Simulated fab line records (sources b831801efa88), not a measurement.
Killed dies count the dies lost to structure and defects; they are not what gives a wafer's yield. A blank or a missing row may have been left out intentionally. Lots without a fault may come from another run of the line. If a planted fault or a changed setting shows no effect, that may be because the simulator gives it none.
Matching of chambers | flow sky130 | SKY_VIA1_ETCH_15 on rieDiel-03 has 4 sister chambers
The step etches SiO2 in C4F8/O2/Ar, stops on TiN, target depth 351 nm, time 54 s. 8 wafers are shown with their chamber, then 11 later ones without.

## WAFERS PAIRED WITH THEIR CHAMBERS
wafer  | chamber | oesProductAu (a.u.)
L074.2 | 3       | 0.981
L080.4 | 0       | 0.981
L080.5 | 2       | 0.986
L080.6 | 1       | 0.982
L087.1 | 1       | 0.980
L087.2 | 3       | 0.983
L087.5 | 0       | 0.965
L090.1 | 2       | 0.976

## WAFERS WITHOUT THEIR CHAMBER
wafer  | oesProductAu (a.u.)
L090.2 | 0.981
L090.3 | 0.975
L090.4 | 0.979
L090.5 | 0.976
L090.6 | 0.980
L092.4 | 0.977
L092.5 | 0.985
L092.6 | 0.978
L095.1 | 0.975
L095.2 | 0.982
L095.5 | 0.974

## WHICH CHAMBER EACH ONE RAN IN
wafer  | from the rows above               | in truth
L090.2 | can't be placed: 1 or 2 or 3 or 0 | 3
L090.3 | can't be placed: 0 or 1 or 2 or 3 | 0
L090.4 | can't be placed: 1 or 2 or 3 or 0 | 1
L090.5 | can't be placed: 0 or 1 or 2 or 3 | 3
L090.6 | can't be placed: 1 or 2 or 3 or 0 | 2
L092.4 | can't be placed: 0 or 1 or 2 or 3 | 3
L092.5 | can't be placed: 3 or 1 or 2 or 0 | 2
L092.6 | can't be placed: 1 or 2 or 3 or 0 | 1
L095.1 | can't be placed: 0 or 1 or 2 or 3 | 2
L095.2 | can't be placed: 3 or 1 or 2 or 0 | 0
L095.5 | can't be placed: 0 or 1 or 2 or 3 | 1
Correct placement for 0 of the 11. Cannot be placed on the basis of these rows: 11; the candidates contain the true chamber in 11. 0 placed wrongly.
How it was worked out, from the rows above alone: a wafer's distance from a chamber is the root of the sum, over the readings, of the square of ((its reading less the chamber's mean) divided by the reading's scatter). If the next closest chamber is less than 2 further off than the closest, the wafer can't be placed; otherwise it belongs to the closest. Each chamber's mean is taken over the wafers shown for it. How the scatter is found: for the shown wafers, subtract from each reading the mean of its chamber, square and add these, divide the total by (wafers less chambers), then take the root.
